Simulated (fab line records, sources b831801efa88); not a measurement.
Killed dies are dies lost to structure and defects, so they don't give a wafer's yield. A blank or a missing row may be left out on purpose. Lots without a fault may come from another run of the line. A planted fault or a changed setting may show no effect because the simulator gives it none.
fab line records | flow sky130
record lots=6 wafers=18 last_day=49
route steps=708 shown FIELD_ISO@21 NWELL@32 DNWELL@35 PWDE@45 SONOS_ONO@183 PAD_OPEN@708
lots that met no fault: from a run of the same line without faults
start_h: hours from the record's first day to the start of the lot's first wafer shown | wait_h: hours since the lot's step before | " the same as in the row above | L1.1+2: a row that stands for several wafers | - no value, or no start given | * or withheld: withheld | < > ~ a bound
route shown NAME@n: a module of which the file shows steps, and the number in the route of the first | usual: mean/standard deviation of fault-free wafers | same: alike in all rows | chamber/n: place in a boat | sites: the reading at each site | _std_site: their standard deviation | _edge_site: outer sites' mean less inner sites' | radius_mm: how far each site lies from the wafer's centre | mask NAME#n: copy n | behind: the tool/chamber that last shaped the wafer | hold: why the lot was held/for how many hours/how that ended | device: the transistor (n, p or np) that didn't switch | end of line: the same wafers' tests at the end of the route | a step without rows: its recipe alone | killed: dies lost to structure and defects at the first sort, not the wafer's yield | map: a wafer's dies, x killed, . not, _ none there
set.NAME: the setting as run; set.NAME@STEP: as run at that earlier step | model.NAME: the simulator's own value behind a step, which no gauge read
lots at some steps of the route; a table a step, a row a wafer
services: from which hour (start_h, from the record's first day; less than 0 if before it) a tool's chamber was out of use, for how many hours, and why
## steps
# step SKY_FIELD_ISO_CLEAN_20
# recipe chemistry=dHF time_s=20 dilution=100:1
# step SKY_FIELD_ISO_WET_ETCH_21
# recipe chemistry=dHF dilution=100:1 target_depth_nm=20 dry=ipa_marangoni target=SiO2 temp_c=25 time_s=400
# step SKY_FIELD_ISO_OXIDATION_22
# recipe temp_c=950 ambient=O2 stabilise_s=600 purge_s=300 target_thk_a=100 ox_time_s=623
# step SKY_FIELD_ISO_THK_MEAS_23
# recipe reads=SiO2_of_FIELD_ISO_OXIDATION_22
# usual FIELD_ISO_OXIDATION_01_THK=9.90/0.16
# columns lot.wafer tool chamber start_h wait_h FIELD_ISO_OXIDATION_01_THK[nm]
L736.2 film_metro-01 - 35.90 0.0 9.98
L736.3 " - " " 9.78
L736.6 " - " " 9.81
L739.2 film_metro-02 - 48.93 0.0 9.62
L739.5 " - " " 9.65
L739.6 " - " " 9.58
L741.1 film_metro-04 - 58.88 0.0 9.90
L741.4 " - " " 9.81
L741.5 " - " " 9.85
L745.2 film_metro-02 - 76.87 0.0 9.83
L745.3 " - " " 10.08
L745.5 " - " " 9.79
L748.2 film_metro-02 - 93.10 0.0 10.28
L748.4 " - " " 10.19
L748.6 " - " " 10.29
L751.2 film_metro-02 - 111.62 0.0 9.75
L751.3 " - " " 9.92
L751.5 " - " " 9.86
# step SKY_FIELD_ISO_CVD_24
# recipe material=SiO2 target_thk_nm=595 temp_c=650 sigma_open_frac=0.3 time_s=99.2 sih4_flow_sccm=60 pressure_mtorr=6
# step SKY_FIELD_ISO_THK_MEAS_25
# recipe reads=SiO2_of_FIELD_ISO_CVD_24
# usual FIELD_ISO_CVD_24_THK=595/8.5
# columns lot.wafer tool chamber start_h wait_h FIELD_ISO_CVD_24_THK[nm]
L736.2 film_metro-01 - 36.03 0.0 598
L736.3 " - " " 600
L736.6 " - " " 596
L739.2 film_metro-01 - 49.07 0.0 616
L739.5 " - " " 607
L739.6 " - " " 606
L741.1 film_metro-01 - 59.01 0.0 596
L741.4 " - " " 594
L741.5 " - " " 597
L745.2 film_metro-01 - 77.00 0.0 599
L745.3 " - " " 599
L745.5 " - " " 600
L748.2 film_metro-02 - 93.23 0.0 595
L748.4 " - " " 590
L748.6 " - " " 598
L751.2 film_metro-01 - 111.75 0.0 610
L751.3 " - " " 604
L751.5 " - " " 602
# step SKY_FIELD_ISO_ANNEAL_26
# recipe temp_c=1000 time_s=1800 ambient=N2
# step SKY_FIELD_ISO_CMP_27
# recipe stop_on=Si3N4 t_overpolish_s=16 down_force_psi=4 platen_rpm=60 target_thk_nm=457.8 pad_velocity_m_s=0.94248
# usual edge_zone_pressure_frac=1.000/0.0047 motor_current_A=12.4/1.4 overpolish_run_s=16.002/0.0098 slurry_filter_dp_kPa=13.51/0.14 time_to_endpoint_s=112/5
# columns lot.wafer tool chamber start_h wait_h edge_zone_pressure_frac motor_current_A overpolish_run_s slurry_filter_dp_kPa time_to_endpoint_s
L736.3 cmp-01 3 41.75 0.1 0.996 11.6 16.000 13.58 119
L736.2 " 0 " " 0.996 14.0 16.010 13.65 112
L736.6 " 2 " " 1.003 14.6 15.998 13.43 110
L739.2 cmp-02 1 50.77 0.1 1.003 12.1 16.008 13.26 124
L739.6 " 2 " " 0.998 11.4 15.987 13.53 113
L739.5 " 3 " " 0.998 11.3 16.002 13.50 111
L741.4 cmp-02 0 61.01 0.0 1.004 13.0 15.997 13.42 107
L741.1 " 2 " " 1.000 11.3 16.012 13.39 109
L741.5 " 1 " " 1.003 11.5 16.002 13.52 118
L745.2 cmp-02 0 80.28 0.4 1.005 13.7 15.989 13.46 109
L745.3 " 3 " " 1.004 10.2 15.989 13.55 111
L745.5 " 0 " " 0.996 13.5 16.001 13.53 113
L748.4 cmp-02 2 95.38 0.1 1.000 11.0 15.990 13.66 109
L748.2 " 3 " " 0.997 10.0 15.994 13.54 105
L748.6 " 2 " " 0.996 10.4 16.002 13.59 109
L751.2 cmp-01 0 113.68 0.1 0.995 14.4 16.004 13.50 115
L751.3 " 1 " " 0.996 12.5 15.998 13.32 119
L751.5 " 2 " " 1.006 14.6 15.994 13.57 111
# step SKY_FIELD_ISO_WET_ETCH_28
# recipe chemistry=dHF target_depth_nm=23.7 target=SiO2 dilution=10:1 temp_c=25 time_s=47
# step SKY_FIELD_ISO_WET_ETCH_29
# recipe chemistry=H3PO4 target_depth_nm=160 target=Si3N4 temp_c=160 time_s=1825
# step SKY_FIELD_ISO_WET_ETCH_30
# recipe chemistry=dHF target_depth_nm=25 target=SiO2 dilution=10:1 temp_c=25 time_s=50
# step SKY_NWELL_CLEAN_00
# recipe chemistry=SC1/SC2 mix=1:4:20 temp_c=70 time_s=150 dry=n2_spin
# step SKY_NWELL_OXIDATION_01
# recipe temp_c=900 ambient=O2 stabilise_s=600 purge_s=300 target_thk_a=100 ox_time_s=1418
# usual spike_tc_bottom_C=917.2/2.2 spike_tc_centre_C=899.9/1.9 spike_tc_lower_C=901.2/0.96 spike_tc_top_C=911.9/1.6 spike_tc_upper_C=900.7/1.3 tube_center_temp_C=900/0.084 tube_center_temp_C_max=902.3/0.36 zone_power_bottom_pct=27.8/2.3
# columns lot.wafer tool chamber start_h wait_h spike_tc_bottom_C spike_tc_centre_C spike_tc_lower_C spike_tc_top_C spike_tc_upper_C tube_center_temp_C tube_center_temp_C_max zone_power_bottom_pct model.SiO2_of_NWELL_OXIDATION_01.thk_nm
L736.2 furnace-01 0 44.72 2.1 914.7 898.9 901.4 910.4 900.6 899.96 902.7 30.2 9.904
L736.3 " 0 " " 916.3 897.4 902.9 909.3 902.6 900 902.0 30.4 9.898
L736.6 " 0 " " 913.7 896.0 900.9 909.3 903.1 899.98 902.4 30.4 10.02
L739.2 furnace-01 0 52.12 0.6 935.5 917.3 920.1 928.8 920.9 918.75 921.0 31.9 12.13
L739.5 " 0 " " 934.1 917.9 920.3 929.7 922.3 918.74 921.6 31.7 12.14
L739.6 " 0 " " 934.3 916.8 920.8 929.6 921.4 919.01 921.1 31.5 12.29
L741.1 furnace-02 0 62.54 0.6 916.1 900.7 900.6 912.8 899.0 899.91 902.2 25.5 10.08
L741.4 " 0 " " 917.0 900.1 900.4 912.5 899.3 899.99 902.6 25.6 10.11
L741.5 " 0 " " 919.2 902.0 902.3 914.0 899.2 899.83 901.9 25.6 10.19
L745.2 furnace-01 0 81.63 0.4 932.6 916.6 920.5 929.5 920.3 918.95 920.7 31.6 12.08
L745.3 " 0 " " 934.3 917.2 920.0 930.1 922.1 918.83 921.1 31.6 12.13
L745.5 " 0 " " 933.8 918.7 918.3 928.9 920.2 918.89 921.4 31.3 12.1
L748.2 furnace-02 0 98.98 2.1 919.6 901.0 900.2 914.0 900.0 899.99 901.9 25.6 10.07
L748.4 " 0 " " 920.7 901.8 901.2 914.5 900.5 899.96 902.3 25.8 10.02
L748.6 " 0 " " 919.2 902.1 900.1 912.7 899.5 899.86 902.0 25.8 10.17
L751.2 furnace-02 0 114.83 0.3 919.4 901.9 901.7 913.7 898.9 900.02 902.3 25.9 9.758
L751.3 " 0 " " 920.2 901.0 899.6 912.6 899.9 900.11 902.8 25.5 9.799
L751.5 " 0 " " 918.7 900.6 902.1 914.6 899.8 900.01 902.8 26.3 9.677
# step SKY_NWELL_THK_MEAS_02
# recipe reads=SiO2_of_NWELL_OXIDATION_01
# usual NWELL_OXIDATION_THK=9.93/0.16
# columns lot.wafer tool chamber start_h wait_h NWELL_OXIDATION_THK[nm]
L736.2 film_metro-03 - 46.12 0.0 9.92
L736.3 " - " " 9.89
L736.6 " - " " 9.99
L739.2 film_metro-04 - 53.52 0.0 12.13
L739.5 " - " " 12.19
L739.6 " - " " 12.30
L741.1 film_metro-03 - 63.94 0.0 10.08
L741.4 " - " " 10.14
L741.5 " - " " 10.22
L745.2 film_metro-04 - 83.04 0.0 12.07
L745.3 " - " " 12.07
L745.5 " - " " 12.08
L748.2 film_metro-04 - 100.39 0.0 10.06
L748.4 " - " " 9.99
L748.6 " - " " 10.21
L751.2 film_metro-03 - 116.23 0.0 9.72
L751.3 " - " " 9.79
L751.5 " - " " 9.70
# step SKY_DNWELL_DEHYDRATE_00
# recipe temp_c=200 time_s=60
# step SKY_DNWELL_HMDS_01
# recipe prime_time_s=60 prime_temp_c=120
# step SKY_DNWELL_COAT_02
# recipe spin_rpm=2000 resist_thk_nm=3000
# step SKY_DNWELL_SOFTBAKE_03
# recipe temp_c=110 time_s=withheld
# step SKY_DNWELL_EXPOSE_04
# recipe mask_id=DNM na=0.57 target_cd_nm=3000 dose_mj=222
# step SKY_DNWELL_PEB_05
# recipe temp_c=115 time_s=withheld
# step SKY_DNWELL_DEVELOP_06
# recipe wall_angle_deg=90 developer=TMAH develop_time_s=60 dev_temp_c=23
# step SKY_DNWELL_IMPLANT_07
# recipe species=P energy_kev=withheld dose_cm2=withheld tilt_deg=withheld
# step SKY_DNWELL_STRIP_08
# recipe chemistry=O2/N2 power_w=1400 pressure_mtorr=1500 platen_temp_c=withheld o2_flow_sccm=3000 n2_flow_sccm=300 overash_fraction=0.5
# usual drypump_motor_current_A=6.0/0.49 oes_product_au=0.722/0.0045 strip_time_to_endpoint_s=36.92/0.11
# columns lot.wafer tool chamber start_h wait_h drypump_motor_current_A oes_product_au rf_hours_counter_h strip_time_to_endpoint_s
L736.2 plasma_asher-02 0 61.83 0.1 5.0 0.719 25 36.88
L736.3 " 0 " " 5.0 0.729 - 36.80
L736.6 " 1 " " 6.1 0.720 - 36.79
L739.2 plasma_asher-03 1 68.56 0.1 6.2 0.733 38 36.89
L739.5 " 0 " " 6.0 0.724 - 36.89
L739.6 " 1 " " 6.2 0.730 - 36.91
L741.1 plasma_asher-01 1 80.49 0.1 5.8 0.716 40 36.91
L741.4 " 0 " " 6.6 0.727 - 36.95
L741.5 " 1 " " 5.8 0.721 - 36.91
L745.2 plasma_asher-01 1 100.54 0.1 5.8 0.725 42 36.93
L745.3 " 0 " " 6.6 0.722 - 36.92
L745.5 " 0 " " 6.6 0.727 - 36.97
L748.2 plasma_asher-01 0 118.46 0.1 6.6 0.722 0 36.84
L748.4 " 1 " " 5.8 0.715 - 36.89
L748.6 " 1 " " 5.8 0.719 - 36.90
L751.2 plasma_asher-03 0 135.21 0.1 5.9 0.718 44 36.69
L751.3 " 1 " " 6.2 0.723 - 36.79
L751.5 " 1 " " 6.2 0.724 - 36.80
# step SKY_DNWELL_TW_MEAS_09
# usual DNWELL_TW=1120/17
# columns lot.wafer tool chamber start_h wait_h DNWELL_TW
L736.2 film_metro-03 - 61.94 0.1 1112
L736.3 " - " " 1111
L736.6 " - " " 1109
L739.2 film_metro-02 - 68.67 0.1 1104
L739.5 " - " " 1100
L739.6 " - " " 1108
L741.1 film_metro-04 - 80.59 0.1 1144
L741.4 " - " " 1143
L741.5 " - " " 1135
L745.2 film_metro-03 - 100.65 0.1 1124
L745.3 " - " " 1116
L745.5 " - " " 1118
L748.2 film_metro-02 - 118.57 0.1 1095
L748.4 " - " " 1090
L748.6 " - " " 1092
L751.2 film_metro-03 - 135.32 0.1 1121
L751.3 " - " " 1126
L751.5 " - " " 1119
# step SKY_PWDE_DEHYDRATE_00
# recipe temp_c=200 time_s=60
# step SKY_PWDE_HMDS_01
# recipe prime_time_s=60 prime_temp_c=120
# step SKY_PWDE_COAT_02
# recipe spin_rpm=2000 resist_thk_nm=3000
# step SKY_PWDE_SOFTBAKE_03
# recipe temp_c=110 time_s=withheld
# step SKY_PWDE_EXPOSE_04
# recipe mask_id=PWDEM na=0.6 source_shape=conventional sigma_outer=0.6 polarization=unpolarized target_cd_nm=840 dose_mj=214
# step SKY_PWDE_PEB_05
# recipe temp_c=115 time_s=withheld
# step SKY_PWDE_DEVELOP_06
# recipe wall_angle_deg=90 developer=TMAH develop_time_s=60 dev_temp_c=23
# step SKY_PWDE_OVL_MEAS_07
# usual PWDE_OVL=0.9/1.4
# columns lot.wafer tool chamber start_h wait_h PWDE_OVL[nm]
L736.2 overlay-02 - 77.73 - 2.1
L736.3 " - " " 1.2
L736.6 " - " " 3.3
L739.2 overlay-01 - 85.38 - 2.5
L739.5 " - " " 2.3
L739.6 " - " " 2.5
L741.1 overlay-01 - 97.31 - 2.6
L741.4 " - " " 0.4
L741.5 " - " " 1.3
L745.2 overlay-01 - 118.98 - 1.8
L745.3 " - " " 0.8
L745.5 " - " " 0.7
L748.2 overlay-01 - 137.26 - 1.8
L748.4 " - " " -1.1
L748.6 " - " " -1.0
L751.2 overlay-01 - 155.03 - -0.7
L751.3 " - " " -0.5
L751.5 " - " " -0.3
# step SKY_PWDE_IMPLANT_08
# recipe species=B energy_kev=150 dose_cm2=3.6e+12 tilt_deg=withheld
# step SKY_PWDE_STRIP_09
# recipe chemistry=O2/N2 power_w=1400 pressure_mtorr=1500 platen_temp_c=withheld o2_flow_sccm=3000 n2_flow_sccm=300 overash_fraction=0.5
# usual drypump_motor_current_A=5.9/0.54 oes_product_au=0.723/0.0045 strip_time_to_endpoint_s=36.92/0.11
# columns lot.wafer tool chamber start_h wait_h drypump_motor_current_A oes_product_au rf_hours_counter_h strip_time_to_endpoint_s
L736.2 plasma_asher-02 1 77.91 0.1 6.0 0.725 26 37.09
L736.3 " 0 " " 5.0 0.726 - 37.12
L736.6 " 0 " " 5.0 0.714 - 37.09
L739.2 plasma_asher-04 0 85.56 0.1 6.6 0.715 39 36.83
L739.5 " 0 " " 6.6 0.726 - 36.70
L739.6 " 1 " " 5.8 0.727 - 36.72
L741.1 plasma_asher-04 1 97.49 0.1 5.8 0.718 40 36.63
L741.4 " 1 " " 5.8 0.722 - 36.75
L741.5 " 0 " " 6.6 0.729 - 36.78
L745.2 plasma_asher-03 1 119.16 0.1 6.2 0.729 43 36.87
L745.3 " 0 " " 6.0 0.722 - 36.79
L745.5 " 1 " " 6.2 0.724 - 36.79
L748.2 plasma_asher-02 1 137.44 0.1 6.1 0.721 33 36.89
L748.4 " 0 " " 5.0 0.719 - 36.88
L748.6 " 0 " " 4.9 0.721 - 36.94
L751.2 plasma_asher-03 1 155.21 0.1 6.2 0.728 46 36.88
L751.3 " 0 " " 5.9 0.726 - 36.84
L751.5 " 0 " " 5.9 0.721 - 36.73
# step SKY_PWDE_TW_MEAS_10
# usual PWDE_TW=376/4
# columns lot.wafer tool chamber start_h wait_h PWDE_TW
L736.2 film_metro-03 - 78.02 0.1 377
L736.3 " - " " 378
L736.6 " - " " 374
L739.2 film_metro-03 - 85.67 0.1 376
L739.5 " - " " 373
L739.6 " - " " 375
L741.1 film_metro-02 - 97.59 0.1 370
L741.4 " - " " 369
L741.5 " - " " 369
L745.2 film_metro-04 - 119.27 0.1 378
L745.3 " - " " 378
L745.5 " - " " 379
L748.2 film_metro-04 - 137.55 0.1 380
L748.4 " - " " 377
L748.6 " - " " 380
L751.2 film_metro-03 - 155.32 0.1 376
L751.3 " - " " 376
L751.5 " - " " 377
# step SKY_NWELL_DEHYDRATE_03
# recipe temp_c=200 time_s=60
# step SKY_NWELL_HMDS_04
# recipe prime_time_s=60 prime_temp_c=120
# step SKY_NWELL_COAT_05
# recipe spin_rpm=2000 resist_thk_nm=3000
# step SKY_NWELL_SOFTBAKE_06
# recipe temp_c=110 time_s=withheld
# step SKY_NWELL_EXPOSE_07
# recipe mask_id=NWM na=0.6 source_shape=conventional sigma_outer=0.6 polarization=unpolarized target_cd_nm=840 dose_mj=255
# step SKY_NWELL_PEB_08
# recipe temp_c=115 time_s=withheld
# step SKY_NWELL_DEVELOP_09
# recipe wall_angle_deg=90 developer=TMAH develop_time_s=60 dev_temp_c=23
# step SKY_SONOS_ONO_ETCH_15
# recipe target_depth_nm=19.52 chemistry=CHF3/O2 source_w=600 bias_w=200 pressure_mtorr=40 chf3_flow_sccm=50 O2_flow_sccm=5 time_s=7.8
# usual drypump_motor_current_A=5.4/0.39 oes_product_au=1.000/0.0089 throttle_valve_pct=8.825/0.0096
# same time_s=7.8
# columns lot.wafer tool chamber start_h wait_h drypump_motor_current_A oes_product_au rf_hours_counter_h throttle_valve_pct model.SiO2_of_NWELL_OXIDATION_01.thk_nm
L736.2 rie_diel-02 0 293.41 0.0 5.1 0.989 6 8.841 5.403
L736.3 " 2 " " 5.2 1.021 1 8.837 5.272
L736.6 " 0 " " 5.1 1.003 - 8.822 5.495
L739.2 rie_diel-03 3 302.43 0.0 5.9 0.988 24 8.807 7.641
L739.5 " 0 " " 5.8 0.991 - 8.821 7.661
L739.6 " 1 " " 5.5 1.026 - 8.840 7.66
L741.1 rie_diel-04 2 323.81 0.0 5.5 0.989 36 8.824 5.6
L741.4 " 3 " " 4.7 1.010 - 8.815 5.542
L741.5 " 2 " " 5.5 0.995 - 8.820 5.689
L745.2 rie_diel-02 3 369.18 0.0 5.2 1.008 51 8.808 7.568
L745.3 " 1 " " 6.3 1.004 89 8.843 7.573
L745.5 " 2 " " 5.2 1.011 - 8.820 7.498
L748.2 rie_diel-04 1 383.78 0.0 5.3 1.007 2 8.825 5.55
L748.4 " 3 " " 4.7 0.997 109 8.823 5.477
L748.6 " 2 " " 5.4 1.004 - 8.833 5.635
L751.2 rie_diel-04 1 405.71 0.0 5.3 0.995 3 8.818 5.255
L751.3 " 0 " " 5.2 1.009 1 8.815 5.254
L751.5 " 3 " " 4.7 1.005 - 8.827 5.14
# step SKY_PAD_OPEN_PROBE_99
# usual killed_at_M0_to_M3=44/7.4 killed_at_M4_up=3.0/1.8 killed_at_contacts=24/5.1 killed_at_front_end=15/4.3 killed_at_other=0.3/0.54 killed_dies=86/9.9 killed_open=47/7.1 killed_short=38/6.7
# same gross_dies=492 killed_at_back_side=0
# columns lot.wafer tool chamber start_h wait_h killed_at_M0_to_M3 killed_at_M4_up killed_at_contacts killed_at_front_end killed_at_other killed_dies killed_open killed_short model.etest.pfet_g5v0d10v5.off_log10_a_um model.etest.pfet_16v.vt_v model.etest.pfet_g5v0d10v5.vt_long_v
L736.2 prober-02 - 1090.64 0.1 35 5 22 18 0 80 42 38 -12.54 -1.122 -0.9475
L736.3 prober-02 - 1090.69 0.2 40 5 23 15 0 83 41 42 -12.9 -1.116 -0.9445
L736.6 prober-02 - 1090.84 0.2 37 1 12 18 0 68 38 30 -12.81 -1.127 -0.9589
L739.2 prober-02 - 1098.84 0.1 33 2 27 9 0 71 40 31 -12.85 -1.136 -0.962
L739.5 prober-02 - 1098.99 0.2 48 2 30 17 2 99 53 46 -13.21 -1.146 -0.9669
L739.6 prober-02 - 1099.04 0.2 47 4 24 20 0 95 51 44 -13.16 -1.147 -0.9685
L741.1 prober-02 - 1113.49 0.1 41 2 21 22 0 86 51 35 -12.49 -1.093 -0.9267
L741.4 prober-02 - 1113.64 0.2 39 1 26 21 0 87 49 38 -12.51 -1.109 -0.9325
L741.5 prober-02 - 1113.69 0.2 45 5 24 18 0 92 52 40 -12.66 -1.107 -0.938
L745.2 prober-01 - 1144.03 0.1 51 3 32 17 0 103 68 35 -13.15 -1.137 -0.9541
L745.3 prober-01 - 1144.08 0.2 47 4 28 9 0 88 51 37 -12.9 -1.139 -0.9647
L745.5 prober-01 - 1144.18 0.2 58 3 21 16 0 98 56 42 -13.06 -1.134 -0.9548
L748.2 prober-02 - 1155.78 0.1 34 4 32 24 0 94 50 44 -12.86 -1.13 -0.954
L748.4 prober-02 - 1155.88 0.2 38 3 23 24 0 88 57 31 -13.02 -1.128 -0.958
L748.6 prober-02 - 1155.98 0.2 53 2 21 15 0 91 41 50 -12.81 -1.133 -0.9595
L751.2 prober-01 - 1168.44 0.1 40 6 37 12 1 96 60 36 -12.65 -1.119 -0.9438
L751.3 prober-01 - 1168.49 0.2 47 5 30 17 0 99 50 49 -12.88 -1.112 -0.9383
L751.5 prober-01 - 1168.59 0.2 52 2 21 19 0 94 55 39 -12.91 -1.115 -0.9438
# killed by level:class
L736.2 CONTACT:geometric_particle:open=11 VIA1:geometric_particle:open=7 CONTACT:geometric_particle:short=6 FIELD_ISO:geometric_particle:short=5 VIA1:geometric_particle:short=5 METAL2:geometric_particle:short=5 VIA2:geometric_particle:open=5 POLY_GATE:geometric_particle:open=4
L736.3 VIA1:geometric_particle:open=11 CONTACT:geometric_particle:open=9 VIA2:geometric_particle:open=6 VIA1:geometric_particle:short=6 POLY_GATE:geometric_particle:short=5 LOCAL_INTERCONNECT:geometric_particle:short=5 METAL4:geometric_particle:short=5 METAL1:geometric_particle:short=4
L736.6 VIA1:geometric_particle:open=9 VIA2:geometric_particle:open=7 LI_CONTACT:geometric_particle:open=6 FIELD_ISO:geometric_particle:open=5 FIELD_ISO:geometric_particle:short=5 METAL1:geometric_particle:short=4 VIA1:geometric_particle:short=4 VIA2:geometric_particle:short=4
L739.2 VIA1:geometric_particle:open=9 CONTACT:geometric_particle:open=9 CONTACT:geometric_particle:short=7 VIA2:geometric_particle:open=7 LOCAL_INTERCONNECT:geometric_particle:short=4 VIA2:geometric_particle:short=4 POLY_GATE:geometric_particle:open=3 LI_CONTACT:geometric_particle:open=3
L739.5 CONTACT:geometric_particle:open=12 VIA1:geometric_particle:open=8 LI_CONTACT:geometric_particle:open=7 VIA2:geometric_particle:open=7 FIELD_ISO:geometric_particle:open=5 LOCAL_INTERCONNECT:geometric_particle:short=5 METAL1:geometric_particle:short=5 VIA3:geometric_particle:open=5
L739.6 VIA1:geometric_particle:open=13 FIELD_ISO:geometric_particle:short=7 LI_CONTACT:geometric_particle:open=7 VIA1:geometric_particle:short=7 CONTACT:geometric_particle:short=6 CONTACT:geometric_particle:open=6 VIA2:geometric_particle:open=6 VIA3:geometric_particle:open=6
L741.1 VIA1:geometric_particle:open=11 FIELD_ISO:geometric_particle:open=10 CONTACT:geometric_particle:open=8 METAL2:geometric_particle:short=6 FIELD_ISO:geometric_particle:short=5 VIA2:geometric_particle:open=5 VIA3:geometric_particle:open=5 LI_CONTACT:geometric_particle:open=4
L741.4 VIA1:geometric_particle:open=12 LI_CONTACT:geometric_particle:open=10 CONTACT:geometric_particle:open=7 FIELD_ISO:geometric_particle:open=6 LOCAL_INTERCONNECT:geometric_particle:short=5 METAL1:geometric_particle:short=5 METAL2:geometric_particle:short=5 FIELD_ISO:geometric_particle:short=4
L741.5 VIA1:geometric_particle:open=10 VIA3:geometric_particle:open=9 LI_CONTACT:geometric_particle:open=8 CONTACT:geometric_particle:open=8 POLY_GATE:geometric_particle:short=6 METAL2:geometric_particle:short=6 LOCAL_INTERCONNECT:geometric_particle:short=6 POLY_GATE:geometric_particle:open=5
L745.2 VIA1:geometric_particle:open=21 CONTACT:geometric_particle:open=14 LI_CONTACT:geometric_particle:open=7 FIELD_ISO:geometric_particle:open=6 METAL1:geometric_particle:short=6 VIA3:geometric_particle:short=5 VIA3:geometric_particle:open=5 POLY_GATE:geometric_particle:open=4
L745.3 CONTACT:geometric_particle:open=10 VIA1:geometric_particle:open=10 METAL2:geometric_particle:short=8 METAL1:geometric_particle:short=6 LI_CONTACT:geometric_particle:open=6 VIA3:geometric_particle:open=6 LOCAL_INTERCONNECT:geometric_particle:short=5 VIA2:geometric_particle:open=4
L745.5 VIA1:geometric_particle:open=14 LI_CONTACT:geometric_particle:open=8 VIA3:geometric_particle:open=7 VIA2:geometric_particle:open=7 METAL2:geometric_particle:short=6 FIELD_ISO:geometric_particle:open=5 CONTACT:geometric_particle:open=5 POLY_GATE:geometric_particle:short=4
L748.2 VIA1:geometric_particle:open=12 CONTACT:geometric_particle:open=9 LI_CONTACT:geometric_particle:open=9 FIELD_ISO:geometric_particle:short=8 POLY_GATE:geometric_particle:open=6 CONTACT:geometric_particle:short=6 LOCAL_INTERCONNECT:geometric_particle:short=5 VIA1:geometric_particle:short=5
L748.4 VIA1:geometric_particle:open=13 FIELD_ISO:geometric_particle:open=8 LI_CONTACT:geometric_particle:open=8 CONTACT:geometric_particle:open=8 VIA2:geometric_particle:open=6 FIELD_ISO:geometric_particle:short=4 POLY_GATE:geometric_particle:open=4 METAL1:geometric_particle:short=4
L748.6 VIA1:geometric_particle:open=12 VIA1:geometric_particle:short=8 CONTACT:geometric_particle:open=7 METAL1:geometric_particle:short=7 FIELD_ISO:geometric_particle:open=5 METAL3:geometric_particle:short=5 METAL2:geometric_particle:short=5 VIA2:geometric_particle:open=5
L751.2 CONTACT:geometric_particle:open=12 LI_CONTACT:geometric_particle:open=11 VIA1:geometric_particle:open=11 VIA2:geometric_particle:open=11 CONTACT:geometric_particle:short=7 POLY_GATE:geometric_particle:open=5 FIELD_ISO:geometric_particle:short=4 METAL4:geometric_particle:short=4
L751.3 VIA1:geometric_particle:open=13 LI_CONTACT:geometric_particle:open=13 VIA1:geometric_particle:short=9 FIELD_ISO:geometric_particle:short=6 CONTACT:geometric_particle:open=6 METAL2:geometric_particle:short=6 LOCAL_INTERCONNECT:geometric_particle:short=4 CONTACT:geometric_particle:short=4
L751.5 VIA1:geometric_particle:open=10 CONTACT:geometric_particle:open=8 METAL1:geometric_particle:short=8 METAL2:geometric_particle:short=7 FIELD_ISO:geometric_particle:open=6 LI_CONTACT:geometric_particle:open=6 VIA2:geometric_particle:open=6 VIA1:geometric_particle:short=5
## services
# columns tool chamber start_h hours kind
cmp-02 - 31.87 0.9 repair
furnace-02 - 35.38 2.7 pm
cmp-02 - 40.81 0.6 repair
plasma_asher-03 - 42.54 6.6 pm
plasma_asher-01 - 57.41 2.3 repair
rie_diel-04 1 90.15 18.8 repair
furnace-01 - 95.33 2.8 pm
cmp-02 - 108.64 1.8 repair
plasma_asher-01 - 108.75 9.0 pm
cmp-02 - 125.12 1.4 repair
plasma_asher-03 - 144.88 0.7 repair
plasma_asher-03 - 156.42 13.1 repair
plasma_asher-03 - 168.40 0.4 repair
plasma_asher-03 - 213.50 2.7 repair
cmp-02 - 232.00 4.0 pm
cmp-02 - 247.00 2.6 repair
cmp-02 - 259.58 3.0 repair
cmp-02 - 267.87 3.0 repair
cmp-02 - 293.04 0.3 repair
cmp-02 - 299.47 5.3 pm
plasma_asher-03 - 306.54 2.8 pm
plasma_asher-03 - 381.66 4.0 pm
cmp-02 - 399.51 1.4 repair
cmp-02 - 403.27 8.2 pm
## key
first_sign step=SKY_NWELL_OXIDATION_01 reading=tube_center_temp_C direction=up sigmas=99+ usual=* struck=*
effect step=SKY_NWELL_OXIDATION_01 reading=tube_center_temp_C_max direction=up sigmas=52 usual=* struck=*
effect step=SKY_NWELL_THK_MEAS_02 reading=NWELL_OXIDATION_THK direction=up sigmas=14 usual=9.93 struck=12.14
model_effect step=SKY_NWELL_OXIDATION_01 value=SiO2_of_NWELL_OXIDATION_01.thk_nm without=9.925 struck=12.15
model_effect step=SKY_SONOS_ONO_ETCH_15 value=SiO2_of_NWELL_OXIDATION_01.thk_nm without=5.38 struck=7.6
model_effect step=SKY_PAD_OPEN_PROBE_99 value=etest.pfet_g5v0d10v5.off_log10_a_um without=-12.71 struck=-13.06
met_at SKY_NWELL_OXIDATION_01
struck_wafers L739.2,L739.5,L739.6,L745.2,L745.3,L745.5
tester_left_out L739,L745
onset_between 44.72 52.12
fault kind=process_parameter_drift tool=furnace-01 chamber=- onset_h=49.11 steps=SKY_NWELL_OXIDATION_01 channel=temp_c offset=* shape=step end_h=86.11 acts_in=* stated=*
# tester_left_out: of these lots the tester's yield and bins aren't shown, on N5 and GAA mostly nor the transistor test; their killed dies are dies lost to structure and defects alone, not to doping, threshold or leakage, so they don't give the yield
